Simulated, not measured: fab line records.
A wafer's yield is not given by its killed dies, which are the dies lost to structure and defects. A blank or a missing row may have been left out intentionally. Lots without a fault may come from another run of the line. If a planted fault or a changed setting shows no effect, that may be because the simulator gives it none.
A struck lot beside a sound one -- flow sky130 -- 43 steps out of a route of 708
Sound: the wafers L688.1, L688.5, L688.6. Struck: wafers L699.2, L699.3, L699.6. The cause comes at the end.
At each step with rows: each side's tool, then ch and its chambers, then its first start. Under that, the readings that differ: sound wafers -- struck wafers -- difference of the means -- sigmas: that difference in standard deviations of wafers without a fault.
alike: words and numbers the same on both sides, and readings whose means are apart by under 2 such deviations; not compared: readings that were withheld, readings missing a value for some wafer, numbers with overlapping values and no deviation given by the record, and bounds like >300 which may hide the same value.
Wherever a step has rows on one side only, a row that says differs or no value, or a row with sigmas, the two part there. Numbers that don't overlap but have no deviation are shown without sigmas and don't part them. Lack of a reading on every wafer of one side parts them only where that side has two or more wafers.

first, 5 steps without rows for these wafers: SKY_VIA3_COAT_07 (resist thk 450 nm); SKY_VIA3_SOFTBAKE_08 (time 90 s); SKY_VIA3_EXPOSE_09 (exposes mask VIM3, target cd 200 nm); SKY_VIA3_PEB_10; SKY_VIA3_DEVELOP_11 (develop time 60 s).
SKY_VIA3_CD_MEAS_12: target cd 200 nm.
  sound: cdSem-01 at day 40 05:32; struck: cdSem-01 at day 43 22:11
reading,sound,struck,difference,sigmas
cdNm (nm),202.1 202.1 201.8,199.6 198.6 199.6,-2.7,-2
SKY_VIA3_OVL_MEAS_13:
  sound: overlay-02 at day 40 05:39; struck: overlay-02 at day 43 22:18
  alike: VIA3_OVL
SKY_VIA3_ETCH_14: etches BARC in N2/H2, stops on SiO2, time 45.9 s, target depth 60 nm.
  sound on rieDiel-04 ch 0,2, day 40 05:41; struck on rieDiel-03 ch 0,3, day 43 22:20
  alike: drypumpMotorCurrentA, oesProductAu, throttleValvePct
  not compared: rfHoursCounterH
then, 4 steps without rows for these wafers: SKY_VIA3_ETCH_15 (etches SiO2 in C4F8/O2/Ar, stops on TiN, target depth 507 nm, time 78 s); SKY_VIA3_STRIP_16 (strips in O2/N2); SKY_VIA3_STRIP_17 (strips in post etch residue remover, time 1200 s); SKY_VIA3_CLEAN_18 (cleans in IPA, time 180 s).
SKY_VIA3_CLEAN_19: cleans in O3/DIW.
  sound on wetBench-02 ch 0, day 40 06:17; struck on wetBench-02 ch 2, day 43 22:56
SKY_VIA3_SPUTTER_20: material TiN, target thk 20 nm, time 80 s.
  sound: pvdSputter-04 at day 40 06:23; struck: pvdSputter-02 at day 43 23:01
  alike: throttleValvePct
then, 1 step without rows for these wafers: SKY_VIA3_CVD_21 (deposits W, target thk 390 nm, time 117.31 s).
SKY_VIA3_RS_MEAS_22: a four-point-probe measurement.
  sound: filmMetro-04 at day 40 06:34; struck: filmMetro-01 at day 43 23:14
reading,sound,struck,difference,sigmas
VIA3_W_RS (ohm/sq),0.292 0.296 0.297,0.301 0.304 0.301,+0.007,+2
SKY_VIA3_THK_MEAS_23: measures by xrf.
  sound: filmMetro-04 at day 40 06:41; struck: filmMetro-01 at day 43 23:20
  alike: VIA3_W_THK
then, 2 steps without rows for these wafers: SKY_VIA3_CMP_24 (polishes, stops on SiO2, t overpolish 20 s, target thk 0 nm); SKY_METAL4_SPUTTER_00 (material Ti, target thk 15 nm, time 10.35 s).
SKY_METAL4_SPUTTER_01: material TiN, target thk 20 nm, time 16.7 s.
  sound: pvdSputter-03 at day 40 07:11; struck: pvdSputter-01 at day 43 23:46
  alike: throttleValvePct
then, 3 steps without rows for these wafers: SKY_METAL4_SPUTTER_02 (material AlCu, target thk 735 nm, time 39.1 s); SKY_METAL4_SPUTTER_03 (material Ti, target thk 5 nm, time 3.3 s); SKY_METAL4_SPUTTER_04 (material TiN, target thk 70 nm, time 58.3 s).
SKY_CAP2M_CVD_00: deposits SiO2, target thk 15.5 nm.
  sound on pecvd-03 ch 0,2, day 40 07:19; struck on pecvd-03 ch 0,1, day 43 23:54
  alike: heaterPowerOuterW, heaterPowerW, susceptorTempC
SKY_CAP2M_THK_MEAS_01:
  sound: filmMetro-01 at day 40 07:20; struck: filmMetro-01 at day 43 23:56
  alike: CAP2M_CVD_00_THK
then, 1 step without rows for these wafers: SKY_CAP2M_SPUTTER_02 (material TiN, target thk 200 nm, time 166.7 s).
SKY_CAP2M_RS_MEAS_03: a four-point-probe measurement.
  sound: filmMetro-04 at day 40 07:31; struck: filmMetro-01 at day 44 00:07
  alike: CAP2M_TIN_RS
SKY_CAP2M_THK_MEAS_04: measures by xrf.
  sound: filmMetro-04 at day 40 07:38; struck: filmMetro-01 at day 44 00:13
reading,sound,struck,difference,sigmas
CAP2M_TIN_THK (nm),187.5 186.2 185.2,190.5 191.1 193.8,+5.5,+2
then, 7 steps without rows for these wafers: SKY_CAP2M_DEHYDRATE_05 (time 60 s); SKY_CAP2M_HMDS_06 (prime time 60 s); SKY_CAP2M_COAT_07 (resist thk 1140 nm); SKY_CAP2M_SOFTBAKE_08 (time 60 s); SKY_CAP2M_EXPOSE_09 (exposes mask CAP2M, target cd 1000 nm); SKY_CAP2M_PEB_10; SKY_CAP2M_DEVELOP_11 (develop time 60 s).
SKY_CAP2M_OVL_MEAS_12:
  sound: overlay-02 at day 41 07:34; struck: overlay-01 at day 44 22:10
  alike: CAP2M_OVL
then, 1 step without rows for these wafers: SKY_CAP2M_METAL_ETCH_13 (etches TiN in Cl2/BCl3, stops on SiO2, target depth 220 nm, time 62.9 s).
SKY_CAP2M_STRIP_14: strips in O2/N2.
  sound on plasmaAsher-03 ch 0,1, day 41 07:41; struck on plasmaAsher-02 ch 0,1, day 44 22:17
  alike: drypumpMotorCurrentA, oesProductAu, stripTimeToEndpointS
  not compared: rfHoursCounterH
then, 4 steps without rows for these wafers: SKY_CAP2M_STRIP_15 (strips in post etch residue remover, time 1200 s); SKY_CAP2M_CLEAN_16 (cleans in IPA, time 180 s); SKY_CAP2M_CLEAN_17 (cleans in O3/DIW); SKY_METAL4_DEHYDRATE_05 (time 60 s).
-- the record jumps here: 4 days lie between the struck wafers' starts before and after (it left off in module METAL4 and takes up again in module PAD_OPEN, whose first step shown is number 708 of the route) --
SKY_PAD_OPEN_PROBE_99:
  sound: prober-01 at day 46 07:24; struck: prober-01 at day 49 09:35
reading,sound,struck,difference,sigmas
defectLimitedYield (%),81.3 81.3 78.7,70.7 70.7 75.4,-8.2,-4
killed_at_M0_to_M3,50 39 58,96 97 90,+45,+7
killedDies,92 92 105,144 144 121,+40,+4
killedOpen,59 50 56,39 39 32,-18,-3
sort_bin_3_pad_short (%),0.6 0.2 1.4,6.1 5.7 3.9,+4.5,+10
sort_bin_5_function (%),12.8 11.6 14.2,16.5 17.7 14.4,+3.3,+2
sortNPass,400 400 387,348 348 371,-40,-4
sortYieldPct (%),81.3 81.3 78.7,70.7 70.7 75.4,-8.2,-4
model.etest.tester.sortNPass,400 400 387,348 348 371,-40,
model.etest.tester.sortYieldPct (%),81.3 81.3 78.66,70.73 70.73 75.41,-8.13,
model.etest.tester.sort_bin_5_pct (%),12.8 11.59 14.23,16.46 17.68 14.43,+3.32,
model.etest.tester.sort_bin_3_pct (%),0.6098 0.2033 1.423,6.098 5.691 3.862,+4.472,
  alike: killed_at_M4_up, killedAtContacts, killedAtFrontEnd, killedAtOther, killedShort, sort_bin_6_memory

## WHERE THEY PART
First at SKY_VIA3_CD_MEAS_12; last, within this record, at SKY_PAD_OPEN_PROBE_99.

WHY: what had been put in by the simulator
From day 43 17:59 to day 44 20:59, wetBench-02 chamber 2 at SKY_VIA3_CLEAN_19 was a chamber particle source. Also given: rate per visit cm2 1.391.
